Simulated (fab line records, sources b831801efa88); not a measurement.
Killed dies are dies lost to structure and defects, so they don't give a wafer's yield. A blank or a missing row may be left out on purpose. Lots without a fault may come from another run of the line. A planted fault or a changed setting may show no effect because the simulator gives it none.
Chamber matching | flow sky130 | SKY_LI_CONTACT_HDPCVD_00 on hdpcvd-01: 3 sister chambers
The step deposits PSG, target thk 930 nm, time 155 s. 6 wafers are shown with their chamber, then 9 later ones without.

WAFERS WITH THEIR CHAMBER
wafer  | chamber | pressure_mtorr (mTorr)
L959.4 | 1       | 6.017
L968.3 | 1       | 5.994
L968.4 | 0       | 5.979
L971.2 | 0       | 6.017
L971.3 | 2       | 5.996
L971.6 | 2       | 6.002

WAFERS WITHOUT THEIR CHAMBER
wafer  | pressure_mtorr (mTorr)
L972.3 | 6.001
L972.4 | 5.995
L972.5 | 5.993
L973.3 | 6.001
L973.4 | 5.987
L973.6 | 6.022
L976.1 | 6.000
L976.2 | 6.005
L976.4 | 6.003

WHICH CHAMBER EACH WENT THROUGH
wafer  | from the rows above          | in truth
L972.3 | can't be placed: 2 or 0 or 1 | 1
L972.4 | can't be placed: 0 or 2 or 1 | 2
L972.5 | can't be placed: 0 or 2 or 1 | 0
L973.3 | can't be placed: 2 or 0 or 1 | 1
L973.4 | can't be placed: 0 or 2 or 1 | 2
L973.6 | can't be placed: 1 or 2 or 0 | 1
L976.1 | can't be placed: 2 or 0 or 1 | 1
L976.2 | can't be placed: 1 or 2 or 0 | 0
L976.4 | can't be placed: 1 or 2 or 0 | 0
Placed correctly: 0 of 9. Can't be placed from these rows: 9 (the true chamber is among the candidates in 9). Placed wrongly: 0.
How it was worked out, from the rows above alone: a wafer's distance from a chamber is the root of the sum, over the readings, of the square of ((its reading less the chamber's mean) divided by the reading's scatter). The wafer belongs to the nearest chamber; if the next one is less than 2 further off, it can't be placed. A chamber's mean is the mean of its shown wafers. The scatter: the root of (the sum of the squares of (reading less its chamber's mean) over the shown wafers, divided by (wafers less chambers)).
